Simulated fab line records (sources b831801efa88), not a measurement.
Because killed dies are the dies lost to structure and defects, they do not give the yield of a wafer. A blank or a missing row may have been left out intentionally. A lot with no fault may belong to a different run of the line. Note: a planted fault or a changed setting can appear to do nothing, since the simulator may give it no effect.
Which of the tools did it?	flow gf180mcu	18 wafers from 6 lots sampled at 2 of the route's 602 steps

== WHAT THE GAUGES SHOWED, per wafer ==
GF_VT_IMPLANT_RS_MEAS_48: a four-point-probe measurement.
lot	measured	on	LVPWELL_RS (ohm/sq)
L146	day 8 03:22	film-metro-01	1196.2 1196.8 1197.5
L148	day 8 13:53	film-metro-01	1253.8 1257.4 1254.3
L157	day 11 06:44	film-metro-04	1196.2 1194.2 1196.0
L162	day 12 13:31	film-metro-01	1193.4 1192.8 1190.7
L165	day 13 19:47	film-metro-01	1198.1 1201.3 1201.0
L167	day 14 01:32	film-metro-04	1198.2 1197.0 1195.6

== EACH LOT AND THE TOOL THAT RAN IT (in order: tool; ch and the chambers of the sampled wafers; start) ==
lot	GF_LVPWELL_IMPLANT_08
L146	implanter-04 ch 0, day 4 10:21
L148	implanter-02 ch 0, day 4 19:37
L157	implanter-01 ch 0, day 6 23:25
L162	implanter-01 ch 0, day 8 00:56
L165	implanter-02 ch 0, day 9 01:25
L167	implanter-04 ch 0, day 9 06:05
- GF_LVPWELL_IMPLANT_08

== THE ANSWER, worked out from the rows above alone ==
Rule: what is usual is taken from the lots themselves. Put in order of their means at a reading, lots are off if they are a third of the lots or fewer, leave a main group of 4 or more, and stand apart from it by a gap of 3 or more times the standard deviation of the main group's means; of several such gaps the widest counts. A main group whose means are all the same, to the digits that the tables above print for the reading, isn't used. A lot without any number at a reading at which 4 lots or more have one is off too. All remaining lots with rows at the step are treated as sound.
Off: L148, at GF_VT_IMPLANT_RS_MEAS_48 (LVPWELL_RS). The main group has a mean of 1196.3 ohm/sq with a standard deviation of 2.5.
If a tool, at a process step before that reading, ran all the lots that are off and no sound lot after the first of them, it fits. Gauges at GF_VT_IMPLANT_RS_MEAS_48: tried the same way as those tools. None of those tried fits.

== WHAT THE SIMULATOR PUT IN ==
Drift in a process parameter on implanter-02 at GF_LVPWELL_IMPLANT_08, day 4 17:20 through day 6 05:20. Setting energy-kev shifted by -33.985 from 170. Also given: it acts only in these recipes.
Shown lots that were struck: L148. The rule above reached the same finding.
